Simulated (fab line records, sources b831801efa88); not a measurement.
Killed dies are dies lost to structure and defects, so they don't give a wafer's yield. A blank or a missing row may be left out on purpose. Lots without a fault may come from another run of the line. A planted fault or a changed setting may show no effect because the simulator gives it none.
Problem report in the 8D (eight disciplines) form, filled by code | flow sky130 | the parts of the form that need people (team, actions taken, sign-off) are left out

1. THE PROBLEM
run_length_s at SKY_METAL1_SOFTBAKE_11 reads a mean of 113.97 s on 9 wafers of 3 lots; wafers without a fault read 118.99 s with a standard deviation of 0.25. That is -20 standard deviations from the usual mean.
The step: time 90 s.
First seen on wafer L842.2, day 36 12:00, on litho_track-03. The record holds 45 wafers of 15 lots with a number at this step. Rule for "out", or "out of limits": more than 4 standard deviations from the usual mean. The other wafers with a number count as sound.

2. WHAT IT IS AND WHAT IT IS NOT
question                    | is                                 | is not
which readings at this step | run_length_s, heater_power_total_W | -
which lots                  | L842, L843, L844                   | L829, L831, L832, L834, L835, L836, L839, L848, L849, L850, L851, L852
which wafers of those lots  | all that have a number             | -
read on which tools         | litho_track-03                     | litho_track-02, litho_track-04
when                        | from day 36 12:00                  | up to then (21 sound wafers); but 15 sound wafers of L848, L849, L850, L851, L852 came after

3. SUSPECTS, AND WHAT RULES EACH OUT
Counting: a tool at a process step up to the reading stays a suspect if it ran every lot that is out and no sound lot after the first of them.
- litho_track-03 at SKY_METAL1_SOFTBAKE_11 (time 90 s): kept. It ran every lot that is out, first L842 (day 36 12:00), and no sound lot after that; its last sound lot up to then is L839 (day 35 12:00). Its own readings are out on those wafers: heater_power_total_W, run_length_s.
Left after counting: litho_track-03 at SKY_METAL1_SOFTBAKE_11.

4. THE CAUSE (what the simulator had put in)
Process parameter drift: litho_track-03, from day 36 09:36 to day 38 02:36, at SKY_METAL1_SOFTBAKE_11. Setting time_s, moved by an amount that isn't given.
Counting left only this tool.

5. THE CHAIN OF EFFECTS, in route order
Each row: a reading whose mean over the struck wafers that have a number lies more than 3 standard deviations from the usual. Only readings for which the record gives a usual standard deviation are gone through. hours: the time from each lot's start at the first step in this table that gives one to its start at this step, as a median over the lots. sigmas: the change in usual standard deviations.
hours | step                   | reading              | usual    | on struck wafers | change | sigmas
0     | SKY_METAL1_SOFTBAKE_11 | heater_power_total_W | 57.37 W  | 58.49            | +1.12  | +9.4
0     | SKY_METAL1_SOFTBAKE_11 | run_length_s         | 118.99 s | 113.97           | -5.02  | -20
The process steps in it:
- SKY_METAL1_SOFTBAKE_11: time 90 s.
Readings that are blank on the struck wafers while sound wafers have them: plate_temp_C at SKY_METAL1_SOFTBAKE_11.

6. WHAT WOULD HAVE CAUGHT IT SOONER
In this record the first reading out of limits was taken at day 36 12:00, 2 hours after the fault began at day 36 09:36.
